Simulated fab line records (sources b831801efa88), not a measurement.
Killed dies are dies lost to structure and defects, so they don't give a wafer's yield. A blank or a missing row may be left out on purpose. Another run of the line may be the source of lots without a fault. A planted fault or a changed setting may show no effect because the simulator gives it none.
Which of the tools did it? + flow gf180mcu + 6 lots, 18 wafers sampled, at 3 steps of a route of 602

WHAT THE GAUGES SHOWED, per wafer
GF_V1_CD_MEAS_14: the cd target is 260 nm.
| lot  | measured     | on        | cd-nm (nm)        |
|------|--------------|-----------|-------------------|
| L195 | day 18 21:48 | cd-sem-01 | 259.1 258.1 259.4 |
| L198 | day 20 02:14 | cd-sem-01 | 260.3 261.8 261.2 |
| L204 | day 22 15:04 | cd-sem-01 | 252.6 253.4 253.9 |
| L206 | day 23 07:58 | cd-sem-02 | 257.4 259.1 258.6 |
| L214 | day 25 21:01 | cd-sem-02 | 260.9 260.6 260.7 |
| L216 | day 26 02:01 | cd-sem-02 | 261.1 261.3 262.3 |

EACH LOT AND THE TOOL THAT RAN IT (in order: tool; ch and the chambers of the sampled wafers; start)
| lot  | GF_V1_CVD_02                    | GF_V1_EXPOSE_11                   |
|------|---------------------------------|-----------------------------------|
| L195 | pecvd-01 ch 0,1,2, day 17 21:21 | krf-scanner-02 ch 0, day 18 10:00 |
| L198 | pecvd-02 ch 0,1,2, day 19 01:46 | krf-scanner-02 ch 0, day 19 14:27 |
| L204 | pecvd-04 ch 0,1, day 21 15:00   | krf-scanner-02 ch 0, day 22 03:44 |
| L206 | pecvd-04 ch 0,2, day 22 09:31   | krf-scanner-01 ch 0, day 22 22:01 |
| L214 | pecvd-04 ch 0,2, day 24 23:35   | krf-scanner-01 ch 0, day 25 10:15 |
| L216 | pecvd-02 ch 1,2, day 25 04:32   | krf-scanner-01 ch 0, day 25 15:37 |
- GF_V1_CVD_02: deposits SiO2 from TEOS, target thk 850 nm, time 94.851 s.
- GF_V1_EXPOSE_11: exposes mask Via1, target cd 260 nm.

THE ANSWER, worked out from the rows above alone
Rule: what is usual is taken from the lots themselves. Put in order of their means at a reading, lots are off if they are a third of the lots or fewer, leave a main group of 4 or more, and stand apart from it by a gap of 3 or more times the standard deviation of the main group's means; of several such gaps the widest counts. A main group whose means are all the same, to the digits that the tables above print for the reading, isn't used. Also off: a lot with no number at a reading for which 4 or more lots have one. Where the step has rows for the other lots, those lots are counted as sound.
Off: L204, at GF_V1_CD_MEAS_14 (cd-nm). Mean 260.1 nm and standard deviation 1.3 in the main group.
A tool fits if, at a process step before that reading, it ran every lot that is off, and no sound lot after the first of them. The gauges at GF_V1_CD_MEAS_14 are tried like those tools. 2 tools fit, krf-scanner-02 at GF_V1_EXPOSE_11 and cd-sem-01 at GF_V1_CD_MEAS_14, so this cannot tell which one it is.

WHAT THE SIMULATOR HAD INSERTED
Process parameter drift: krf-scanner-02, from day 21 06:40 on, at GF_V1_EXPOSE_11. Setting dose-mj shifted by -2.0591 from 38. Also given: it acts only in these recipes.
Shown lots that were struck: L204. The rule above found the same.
